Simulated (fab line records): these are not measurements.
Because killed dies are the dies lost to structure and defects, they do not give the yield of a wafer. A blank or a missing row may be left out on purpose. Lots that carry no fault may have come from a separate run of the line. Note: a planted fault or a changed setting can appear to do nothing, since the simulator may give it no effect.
Which of the tools did it? ; flow sky130 ; 6 lots with 18 wafers sampled at 2 steps, on a route of 708 steps

## WHAT THE GAUGES SHOWED, per wafer
SKY_VT_ADJUST_LVTN_TW_MEAS_10.
lot;measured;on;VT_ADJUST_LVTN_TW
L663;day 7 11:57;film metro-04;241.8 242.9 242.5
L665;day 8 00:02;film metro-03;245.8 245.5 245.7
L669;day 9 01:49;film metro-03;275.0 273.6 274.6
L679;day 11 23:44;film metro-03;245.1 245.6 246.0
L681;day 12 11:25;film metro-04;241.5 241.9 241.2
L683;day 13 03:14;film metro-04;241.2 240.6 240.9

## TOOL THAT RAN EACH LOT (tool first, then ch and the chambers of the sampled wafers, then the start)
lot;SKY_VT_ADJUST_LVTN_IMPLANT_08
L663;implanter-02 ch 0, day 7 11:44
L665;implanter-01 ch 0, day 7 23:48
L669;implanter-04 ch 0, day 9 01:34
L679;implanter-01 ch 0, day 11 23:29
L681;implanter-01 ch 0, day 12 11:10
L683;implanter-04 ch 0, day 13 02:59
- SKY_VT_ADJUST_LVTN_IMPLANT_08

## THE ANSWER, worked out from the rows above alone
Rule: usual is defined by the lots themselves. Put in order of their means at a reading, lots are off if they are a third of the lots or fewer, leave a main group of 4 or more, and stand apart from it by a gap of 3 or more times the standard deviation of the main group's means; of several such gaps the widest counts. Not used: any main group whose means are identical at the precision the tables above print for the reading. A lot without any number at a reading at which 4 lots or more have one is off too. Where the step has rows for the other lots, those lots are counted as sound.
Off: L669, at SKY_VT_ADJUST_LVTN_TW_MEAS_10 (VT_ADJUST_LVTN_TW). The main group: mean 243.2, standard deviation 2.
If a tool, at a process step before that reading, ran all the lots that are off and no sound lot after the first of them, it fits. Gauges at SKY_VT_ADJUST_LVTN_TW_MEAS_10: tried the same way as those tools. No candidate that was tried fits.

## WHAT WAS PUT IN BY THE SIMULATOR
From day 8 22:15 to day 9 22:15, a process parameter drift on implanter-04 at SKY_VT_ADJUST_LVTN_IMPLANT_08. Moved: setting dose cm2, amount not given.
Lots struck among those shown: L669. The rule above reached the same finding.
